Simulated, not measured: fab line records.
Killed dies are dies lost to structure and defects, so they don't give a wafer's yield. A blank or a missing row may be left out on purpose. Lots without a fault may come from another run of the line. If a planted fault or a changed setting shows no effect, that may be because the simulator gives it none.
Split-lot trial :: flow sky130 :: 23 wafers read across 5 lots, on a route 708 steps long

THE SPLIT
At SKY_METAL2_EXPOSE_12 (exposes mask MM2, target cd 140 nm), the setting dose-mj was moved away from the recipe's 28 on 11 of the 23 wafers read, by -5.7% to +6.4%. This setting was run at the recipe's value on the other wafers.

FROM THE SPLIT TO THE READING: what the file shows between them, 2 steps
- SKY_METAL2_PEB_13
- SKY_METAL2_DEVELOP_14: develop time 60 s

THE READING
At SKY_METAL2_CD_MEAS_15: cd-nm in nanometres, against a target cd of 140 nm. A value of 140.7 nm with a standard deviation of 1.6 nm is what fault-free wafers of this fab line usually give.

wafer: L075.1
tool, chamber at the split: krf-scanner-02, 0
dose-mj as run: 29.79
against the recipe: +6.4%
cd-nm, nm: 127.1
against lot-mates on the recipe: -14.4

wafer: L075.2
tool, chamber at the split: krf-scanner-02, 0
dose-mj as run: 29.79
against the recipe: +6.4%
cd-nm, nm: 128.2
against lot-mates on the recipe: -13.3

wafer: L075.3
tool, chamber at the split: krf-scanner-02, 0
dose-mj as run: 28
against the recipe: recipe
cd-nm, nm: 141.6
against lot-mates on the recipe: -

wafer: L075.4
tool, chamber at the split: krf-scanner-02, 0
dose-mj as run: 28
against the recipe: recipe
cd-nm, nm: 141.4
against lot-mates on the recipe: -

wafer: L075.6
tool, chamber at the split: krf-scanner-02, 0
dose-mj as run: 29.79
against the recipe: +6.4%
cd-nm, nm: 128.4
against lot-mates on the recipe: -13.1

wafer: L078.1
tool, chamber at the split: krf-scanner-02, 0
dose-mj as run: 28
against the recipe: recipe
cd-nm, nm: 139.3
against lot-mates on the recipe: -

wafer: L078.3
tool, chamber at the split: krf-scanner-02, 0
dose-mj as run: 28
against the recipe: recipe
cd-nm, nm: 138.6
against lot-mates on the recipe: -

wafer: L078.4
tool, chamber at the split: krf-scanner-02, 0
dose-mj as run: 28.93
against the recipe: +3.3%
cd-nm, nm: 132.1
against lot-mates on the recipe: -7.4

wafer: L078.5
tool, chamber at the split: krf-scanner-02, 0
dose-mj as run: 28.93
against the recipe: +3.3%
cd-nm, nm: 133.3
against lot-mates on the recipe: -6.2

wafer: L078.6
tool, chamber at the split: krf-scanner-02, 0
dose-mj as run: 28
against the recipe: recipe
cd-nm, nm: 140.7
against lot-mates on the recipe: -

wafer: L079.1
tool, chamber at the split: krf-scanner-01, 0
dose-mj as run: 27.47
against the recipe: -1.9%
cd-nm, nm: 141.6
against lot-mates on the recipe: +2.7

wafer: L079.2
tool, chamber at the split: krf-scanner-01, 0
dose-mj as run: 28
against the recipe: recipe
cd-nm, nm: 138.4
against lot-mates on the recipe: -

wafer: L079.3
tool, chamber at the split: krf-scanner-01, 0
dose-mj as run: 27.47
against the recipe: -1.9%
cd-nm, nm: 141.7
against lot-mates on the recipe: +2.8

wafer: L079.4
tool, chamber at the split: krf-scanner-01, 0
dose-mj as run: 27.47
against the recipe: -1.9%
cd-nm, nm: 142.0
against lot-mates on the recipe: +3.1

wafer: L079.5
tool, chamber at the split: krf-scanner-01, 0
dose-mj as run: 28
against the recipe: recipe
cd-nm, nm: 139.3
against lot-mates on the recipe: -

wafer: L080.1
tool, chamber at the split: krf-scanner-01, 0
dose-mj as run: 28
against the recipe: recipe
cd-nm, nm: 141.7
against lot-mates on the recipe: -

wafer: L080.4
tool, chamber at the split: krf-scanner-01, 0
dose-mj as run: 28
against the recipe: recipe
cd-nm, nm: 141.4
against lot-mates on the recipe: -

wafer: L080.5
tool, chamber at the split: krf-scanner-01, 0
dose-mj as run: 28
against the recipe: recipe
cd-nm, nm: 141.0
against lot-mates on the recipe: -

wafer: L081.1
tool, chamber at the split: krf-scanner-01, 0
dose-mj as run: 28
against the recipe: recipe
cd-nm, nm: 144.5
against lot-mates on the recipe: -

wafer: L081.2
tool, chamber at the split: krf-scanner-01, 0
dose-mj as run: 26.4
against the recipe: -5.7%
cd-nm, nm: 154.6
against lot-mates on the recipe: +11.0

wafer: L081.4
tool, chamber at the split: krf-scanner-01, 0
dose-mj as run: 26.4
against the recipe: -5.7%
cd-nm, nm: 154.9
against lot-mates on the recipe: +11.3

wafer: L081.5
tool, chamber at the split: krf-scanner-01, 0
dose-mj as run: 28
against the recipe: recipe
cd-nm, nm: 142.6
against lot-mates on the recipe: -

wafer: L081.6
tool, chamber at the split: krf-scanner-01, 0
dose-mj as run: 26.4
against the recipe: -5.7%
cd-nm, nm: 154.8
against lot-mates on the recipe: +11.2

THE FIT
A straight line over all 23 wafers: cd-nm changes by -2.15 nm for each +1% of dose-mj; r = -0.97; the points scatter about the line by 1.9 nm.
The same after taking each lot's own level away (the mean of its wafers on the recipe; 23 wafers): -2.03 nm for each +1%; r = -1.00; scatter 0.66 nm.
According to that fit, moving dose-mj by its largest amount changes the reading by 13 nm.
The span of the lots' own levels, 138.85 to 143.55 nm, comes to 2.9 times the standard deviation stated above.
Consequently the slope shifts little with the lot-to-lot level, the two slopes agreeing.
Check: for one of the wafers moved furthest among these (+6.4%), held out of the fit, the line's prediction against its lot-mates is -12.9 nm. It came out at -14.4 nm against them.

THESE WAFERS: OTHER SPLITS
These wafers also went through other splits before the reading. Each is held against what the fit with the lots' levels taken away leaves over:
other split on the same wafers: SKY_CONTACT_SPUTTER_23 power-w
wafers away from the commonest value: 11
r with cd-nm (lot level and that fit taken away): +0.50

other split on the same wafers: SKY_METAL1_COAT_10 spin-rpm
wafers away from the commonest value: 12
r with cd-nm (lot level and that fit taken away): -0.04

other split on the same wafers: SKY_METAL1_DEVELOP_14 dev-temp-c
wafers away from the commonest value: 9
r with cd-nm (lot level and that fit taken away): +0.00

other split on the same wafers: SKY_VIA1_CMP_02 leave-above-ref-nm
wafers away from the commonest value: 7
r with cd-nm (lot level and that fit taken away): -0.11

other split on the same wafers: SKY_VIA1_COAT_07 spin-rpm
wafers away from the commonest value: 9
r with cd-nm (lot level and that fit taken away): -0.15

other split on the same wafers: SKY_VIA1_SPUTTER_20 time-s
wafers away from the commonest value: 7
r with cd-nm (lot level and that fit taken away): +0.23

other split on the same wafers: SKY_METAL2_SPUTTER_01 power-w
wafers away from the commonest value: 12
r with cd-nm (lot level and that fit taken away): +0.14

other split on the same wafers: SKY_METAL2_COAT_10 spin-rpm
wafers away from the commonest value: 6
r with cd-nm (lot level and that fit taken away): +0.11

THE WHOLE CHAIN: every reading that the file lists as answering this split, in the file's order
step: SKY_METAL2_DEVELOP_14
what it does: develop time 60 s
reading: KrF-thick_of_METAL2_COAT_10.thk-nm (the simulator's own value, which no gauge read)
change (the file's fit): not straight: 435 at the lowest setting, 436.3 at the recipe, 434.7 at the highest
r (the file's): not given

step: SKY_METAL2_CD_MEAS_15
what it does: target cd 140 nm
reading: cd-nm
change (the file's fit): -2.04 nm for each +1% of the setting
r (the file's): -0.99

step: SKY_METAL2_DESCUM_17
what it does: chemistry O2, time 8 s
reading: METAL2.cd-nm (the simulator's own value, which no gauge read)
change (the file's fit): -2.02 nm for each +1% of the setting
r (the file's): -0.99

step: SKY_METAL2_METAL_ETCH_19
what it does: etches the open film in Cl2/BCl3, stops on SiO2, target depth 360 nm, time 78 s
reading: METAL2.cd-nm (the simulator's own value, which no gauge read)
change (the file's fit): -2.09 nm for each +1% of the setting
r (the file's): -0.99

FILE'S OWN FIT
cd-nm changes by -2.04 nm for each +1% of dose-mj, r = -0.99.
